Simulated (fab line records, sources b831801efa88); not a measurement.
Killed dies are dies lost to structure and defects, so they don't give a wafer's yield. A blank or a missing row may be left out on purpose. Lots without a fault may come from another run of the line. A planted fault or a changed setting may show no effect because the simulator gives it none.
Which tool did it? | flow sky130 | 6 lots, 18 wafers sampled, at 3 steps of a route of 708

WHAT THE GAUGES READ, wafer by wafer
SKY_GATE_OXIDE_TW_MEAS_14.
lot  | measured     | on            | GATE_OXIDE_TW
L830 | day 14 19:22 | film_metro-02 | 223.2 222.0 224.7
L832 | day 15 18:35 | film_metro-01 | 224.9 227.1 226.5
L839 | day 18 08:57 | film_metro-02 | 209.8 209.3 209.4
L841 | day 19 02:50 | film_metro-02 | 223.5 222.7 223.4
L847 | day 21 01:46 | film_metro-03 | 225.8 226.0 226.0
L850 | day 22 01:58 | film_metro-03 | 226.2 224.7 226.2

WHICH TOOL RAN EACH LOT (tool, then ch and the chambers of the sampled wafers, then the start)
lot  | SKY_SONOS_ONO_STRIP_17               | SKY_GATE_OXIDE_IMPLANT_11
L830 | plasma_asher-03 ch 0,1, day 13 15:10 | implanter-03 ch 0, day 14 19:01
L832 | plasma_asher-03 ch 0,1, day 14 12:22 | implanter-04 ch 0, day 15 18:14
L839 | plasma_asher-03 ch 0,1, day 17 00:28 | implanter-04 ch 0, day 18 08:35
L841 | plasma_asher-01 ch 0, day 17 18:28   | implanter-03 ch 0, day 19 02:29
L847 | plasma_asher-03 ch 0, day 19 17:34   | implanter-02 ch 0, day 21 01:17
L850 | plasma_asher-03 ch 0,1, day 20 16:10 | implanter-04 ch 0, day 22 01:38
- SKY_SONOS_ONO_STRIP_17: strips in O2/N2.
- SKY_GATE_OXIDE_IMPLANT_11

THE ANSWER, worked out from the rows above alone
Rule: what is usual is taken from the lots themselves. Put in order of their means at a reading, lots are off if they are a third of the lots or fewer, leave a main group of 4 or more, and stand apart from it by a gap of 3 or more times the standard deviation of the main group's means; of several such gaps the widest counts. A main group whose means are all the same, to the digits that the tables above print for the reading, isn't used. A lot without any number at a reading at which 4 lots or more have one is off too. The other lots that the step has rows for count as sound.
Off: L839, at SKY_GATE_OXIDE_TW_MEAS_14 (GATE_OXIDE_TW). The main group: mean 224.9, standard deviation 1.3.
A tool fits if, at a process step before that reading, it ran every lot that is off, and no sound lot after the first of them. The gauges at SKY_GATE_OXIDE_TW_MEAS_14 are tried like those tools. None of those tried fits.

WHAT THE SIMULATOR HAD PUT IN
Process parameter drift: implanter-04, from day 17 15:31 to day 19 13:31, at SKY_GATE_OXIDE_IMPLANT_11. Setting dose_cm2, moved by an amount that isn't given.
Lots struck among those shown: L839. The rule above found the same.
